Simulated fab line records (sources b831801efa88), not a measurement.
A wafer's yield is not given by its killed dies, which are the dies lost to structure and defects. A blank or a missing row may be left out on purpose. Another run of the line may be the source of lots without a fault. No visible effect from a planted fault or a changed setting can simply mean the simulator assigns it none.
fab line records	flow gf180mcu	part 2 of 2: steps 32 to 41 of 41
record lots=5	wafers=15	last_day=34
route steps=602 shown VT_IMPLANT@101 MVSD@136 NWELL@137 LVPWELL@138 MVPSD@139 DUAL_GATE@141
lots that met no fault: taken from a fault-free run of the same line
start_h: the number of hours between the record's first day and the start of the first shown wafer of the lot	wait_h: time in hours since the lot's previous step	" same as the row above	L1.1+2: a single row standing in for several wafers	- value missing, or start not given	* or withheld: withheld	< > ~ a bound
route shown NAME@n: names a module that has steps shown in the file, with the first one's number in the route	usual: mean/standard deviation taken from wafers without a fault	same: alike in all rows	chamber/n: place in a boat	sites: readings site by site	_std_site: their standard deviation	_edge_site: outer sites' mean less inner sites'	radius_mm: how far each site lies from the wafer's centre	mask NAME#n: copy n	behind: the most recent tool/chamber to have shaped the wafer	hold: the reason the lot was held/the length of the hold in hours/how it ended	device: the n, p or np transistor that did not switch	end of line: the same wafers' tests at the end of the route	a step without rows: its recipe alone	killed: count of dies lost to structure and defects at first sort (not the wafer's yield)	map: per-die view of a wafer (x killed, . not killed, _ where there is no die)
set.NAME: setting as actually run; set.NAME@STEP: the setting as run at that earlier step	model.NAME: the simulator's own value behind a step, which no gauge read
a table for each step, a row for each wafer; lots at some steps of the route
services: when a tool's chamber went out of use (start_h, in hours from the record's first day, below 0 if earlier), for how many hours, and the reason
## steps
# step GF_VT_IMPLANT_STRIP_42
# recipe chemistry=O2/N2	power_w=1400	pressure_mtorr=1500	platen_temp_c=250	o2_flow_sccm=3000	n2_flow_sccm=300	overash_fraction=0.5
# usual drypump_motor_current_A=5.7/0.41	heater_power_w=321/43	oes_product_au=0.715/0.0043	strip_time_to_endpoint_s=12.63/0.032
lot.wafer	tool	chamber	start_h	wait_h	drypump_motor_current_A	heater_power_w	oes_product_au	rf_hours_counter_h	strip_time_to_endpoint_s
L075.1	plasma_asher-02	0	164.50	0.1	6.3	362	0.726	3	12.62
L075.3	"	1	"	"	5.5	286	0.721	-	12.65
L075.6	"	1	"	"	5.4	283	0.717	-	12.61
L079.1	plasma_asher-03	1	191.80	0.1	5.4	400	0.718	60	12.65
L079.4	"	1	"	"	5.4	394	0.715	-	12.62
L079.5	"	1	"	"	5.4	394	0.715	-	12.64
L080.1	plasma_asher-04	0	198.74	0.1	5.2	283	0.709	44	12.62
L080.2	"	1	"	"	5.8	311	0.719	44	12.62
L080.4	"	1	"	"	5.8	314	0.710	-	12.63
L083.1	plasma_asher-02	1	220.00	0.1	5.4	287	0.714	9	12.62
L083.3	"	0	"	"	6.3	368	0.710	-	12.66
L083.6	"	1	"	"	5.4	286	0.722	-	12.61
L093.2	plasma_asher-02	0	289.90	0.1	6.3	371	0.711	16	12.66
L093.4	"	0	"	"	6.3	364	0.712	-	12.65
L093.5	"	1	"	"	5.4	287	0.717	-	12.62
# step GF_VT_IMPLANT_TW_MEAS_43
# usual VT_IMPLANT_4_TW=689/6.8
lot.wafer	tool	chamber	start_h	wait_h	VT_IMPLANT_4_TW
L075.1	film_metro-03	-	164.60	0.1	687
L075.3	"	-	"	"	687
L075.6	"	-	"	"	688
L079.1	film_metro-03	-	191.90	0.1	679
L079.4	"	-	"	"	683
L079.5	"	-	"	"	678
L080.1	film_metro-03	-	198.84	0.1	687
L080.2	"	-	"	"	687
L080.4	"	-	"	"	682
L083.1	film_metro-01	-	220.10	0.1	686
L083.3	"	-	"	"	684
L083.6	"	-	"	"	685
L093.2	film_metro-04	-	290.01	0.1	702
L093.4	"	-	"	"	703
L093.5	"	-	"	"	702
# step GF_VT_IMPLANT_CLEAN_44
# recipe chemistry=SC1/SC2	mix=1:4:20	temp_c=70	time_s=150	dry=n2_spin
# usual temp_c=69.98/0.12
# same time_s=150
lot.wafer	tool	chamber	start_h	wait_h	temp_c
L075.1	wet_bench-04	0	164.66	0.1	69.85
L075.3	"	0	"	"	69.76
L075.6	"	0	"	"	70.05
L079.1	wet_bench-02	3	191.96	0.1	70.26
L079.4	"	3	"	"	70.07
L079.5	"	3	"	"	70.12
L080.1	wet_bench-02	0	198.90	0.1	69.97
L080.2	"	0	"	"	69.87
L080.4	"	0	"	"	69.85
L083.1	wet_bench-04	2	220.16	0.1	70.00
L083.3	"	2	"	"	69.94
L083.6	"	2	"	"	69.88
L093.2	wet_bench-02	3	290.06	0.0	70.08
L093.4	"	3	"	"	70.12
L093.5	"	3	"	"	70.06
# step GF_VT_IMPLANT_RTA_45
# recipe temp_c=1050	time_s=30	ambient=N2
# usual lamp_power_pct=32.4/0.9	wafer_temp_C_max=1055.4/1.5
# same time_s=30
lot.wafer	tool	chamber	start_h	wait_h	lamp_power_pct	wafer_temp_C_max
L075.1	rtp_anneal-01	0	164.72	0.0	31.5	1057.1
L075.3	"	0	"	"	31.4	1054.4
L075.6	"	0	"	"	31.5	1056.2
L079.1	rtp_anneal-02	0	192.02	0.0	33.2	1054.1
L079.4	"	0	"	"	33.3	1053.6
L079.5	"	0	"	"	33.2	1053.4
L080.1	rtp_anneal-02	0	198.95	0.0	33.3	1054.7
L080.2	"	0	"	"	33.3	1055.5
L080.4	"	0	"	"	33.2	1053.1
L083.1	rtp_anneal-01	0	220.21	0.0	31.5	1056.6
L083.3	"	0	"	"	31.4	1056.0
L083.6	"	0	"	"	31.5	1056.8
L093.2	rtp_anneal-01	0	290.13	0.0	31.5	1056.3
L093.4	"	0	"	"	31.4	1056.0
L093.5	"	0	"	"	31.4	1055.5
# step GF_VT_IMPLANT_RS_MEAS_46
# recipe thk_meas_gauge=four-point-probe
# usual MVSD_RS=456.5/1.3
lot.wafer	tool	chamber	start_h	wait_h	MVSD_RS[ohm/sq]
L075.1	film_metro-02	-	164.82	0.1	453.5
L075.3	"	-	"	"	455.1
L075.6	"	-	"	"	454.4
L079.1	film_metro-03	-	192.12	0.1	458.2
L079.4	"	-	"	"	457.5
L079.5	"	-	"	"	457.3
L080.1	film_metro-01	-	199.05	0.1	458.6
L080.2	"	-	"	"	456.9
L080.4	"	-	"	"	456.8
L083.1	film_metro-01	-	220.31	0.1	456.3
L083.3	"	-	"	"	456.0
L083.6	"	-	"	"	455.1
L093.2	film_metro-02	-	290.23	0.1	452.8
L093.4	"	-	"	"	454.0
L093.5	"	-	"	"	454.5
# step GF_VT_IMPLANT_RS_MEAS_47
# recipe thk_meas_gauge=four-point-probe
# usual NWELL_RS=487.8/1.2
lot.wafer	tool	chamber	start_h	wait_h	NWELL_RS[ohm/sq]
L075.1	film_metro-02	-	164.94	0.1	488.7
L075.3	"	-	"	"	487.6
L075.6	"	-	"	"	487.9
L079.1	film_metro-03	-	192.24	0.1	488.4
L079.4	"	-	"	"	488.4
L079.5	"	-	"	"	487.7
L080.1	film_metro-01	-	199.17	0.1	488.6
L080.2	"	-	"	"	488.2
L080.4	"	-	"	"	488.7
L083.1	film_metro-01	-	220.43	0.1	489.2
L083.3	"	-	"	"	489.7
L083.6	"	-	"	"	490.5
L093.2	film_metro-02	-	290.35	0.1	487.0
L093.4	"	-	"	"	487.4
L093.5	"	-	"	"	486.9
# step GF_VT_IMPLANT_RS_MEAS_48
# recipe thk_meas_gauge=four-point-probe
# usual LVPWELL_RS=1196.0/2.9
lot.wafer	tool	chamber	start_h	wait_h	LVPWELL_RS[ohm/sq]
L075.1	film_metro-02	-	165.06	0.1	1191.4
L075.3	"	-	"	"	1191.3
L075.6	"	-	"	"	1191.7
L079.1	film_metro-03	-	192.36	0.1	1195.0
L079.4	"	-	"	"	1197.9
L079.5	"	-	"	"	1196.4
L080.1	film_metro-01	-	199.29	0.1	1192.9
L080.2	"	-	"	"	1198.8
L080.4	"	-	"	"	1199.3
L083.1	film_metro-01	-	220.55	0.1	1199.4
L083.3	"	-	"	"	1200.1
L083.6	"	-	"	"	1198.9
L093.2	film_metro-02	-	290.47	0.1	1192.1
L093.4	"	-	"	"	1195.0
L093.5	"	-	"	"	1192.4
# step GF_VT_IMPLANT_RS_MEAS_49
# recipe thk_meas_gauge=four-point-probe
# usual MVPSD_RS=1168.0/3
lot.wafer	tool	chamber	start_h	wait_h	MVPSD_RS[ohm/sq]
L075.1	film_metro-02	-	165.18	0.1	1173.5
L075.3	"	-	"	"	1169.3
L075.6	"	-	"	"	1169.1
L079.1	film_metro-03	-	192.48	0.1	1175.0
L079.4	"	-	"	"	1172.3
L079.5	"	-	"	"	1172.0
L080.1	film_metro-01	-	199.41	0.1	1170.4
L080.2	"	-	"	"	1169.3
L080.4	"	-	"	"	1168.5
L083.1	film_metro-01	-	220.67	0.1	1168.1
L083.3	"	-	"	"	1168.0
L083.6	"	-	"	"	1166.0
L093.2	film_metro-02	-	290.59	0.1	1166.9
L093.4	"	-	"	"	1164.5
L093.5	"	-	"	"	1164.7
# step GF_VT_IMPLANT_WET_ETCH_50
# recipe chemistry=dHF	target_depth_nm=20	target=SiO2	temp_c=25	dilution=100:1	time_s=400
# usual temp_c=24.99/0.1
# same time_s=400
lot.wafer	tool	chamber	start_h	wait_h	temp_c
L075.1	wet_bench-02	2	165.30	0.1	24.99
L075.3	"	2	"	"	25.06
L075.6	"	2	"	"	25.14
L079.1	wet_bench-01	0	192.60	0.1	25.12
L079.4	"	0	"	"	25.10
L079.5	"	0	"	"	25.11
L080.1	wet_bench-02	1	199.53	0.1	24.93
L080.2	"	1	"	"	25.10
L080.4	"	1	"	"	25.03
L083.1	wet_bench-01	1	220.79	0.1	25.02
L083.3	"	1	"	"	25.03
L083.6	"	1	"	"	24.82
L093.2	wet_bench-01	1	290.69	0.1	25.01
L093.4	"	1	"	"	24.89
L093.5	"	1	"	"	24.99
# step GF_DUAL_GATE_CLEAN_00
# recipe chemistry=SC1/SC2	mix=1:4:20	temp_c=70	time_s=150
# usual temp_c=69.98/0.11
# same time_s=150
lot.wafer	tool	chamber	start_h	wait_h	temp_c
L075.1	wet_bench-04	3	165.42	0.0	70.05
L075.3	"	3	"	"	69.99
L075.6	"	3	"	"	70.03
L079.1	wet_bench-04	2	192.71	0.0	70.08
L079.4	"	2	"	"	70.04
L079.5	"	2	"	"	69.97
L080.1	wet_bench-04	0	199.65	0.0	69.94
L080.2	"	0	"	"	69.99
L080.4	"	0	"	"	69.88
L083.1	wet_bench-04	2	220.91	0.0	69.97
L083.3	"	2	"	"	69.89
L083.6	"	2	"	"	70.19
L093.2	wet_bench-02	0	290.81	0.0	70.20
L093.4	"	0	"	"	70.07
L093.5	"	0	"	"	70.10
## services
tool	chamber	start_h	hours	kind
implanter-03	-	103.79	3.7	pm
implanter-03	-	108.36	6.7	repair
plasma_asher-02	-	111.13	9.0	pm
iline_stepper-02	0	117.66	-	calibration
iline_stepper-01	-	137.69	4.3	repair
plasma_asher-02	-	143.25	15.6	pm
implanter-02	-	147.62	3.8	pm
rtp_anneal-01	-	152.26	5.6	pm
implanter-03	-	172.48	5.0	pm
wet_bench-02	-	200.69	1.9	pm
iline_stepper-01	-	204.39	1.7	pm
implanter-03	-	215.25	1.6	repair
implanter-03	-	226.24	8.2	repair
iline_stepper-01	-	227.91	2.1	pm
iline_stepper-02	-	228.45	2.5	repair
iline_stepper-01	-	229.99	-	consumable_replace:lamp
implanter-04	-	232.72	4.3	pm
plasma_asher-02	-	233.99	0.8	repair
plasma_asher-04	-	244.23	1.1	repair
iline_stepper-02	-	260.63	1.7	pm
wet_bench-02	-	278.98	3.4	repair
implanter-04	-	281.43	123.6	pm
implanter-03	-	284.46	1.8	repair
iline_stepper-01	-	284.59	0.6	repair
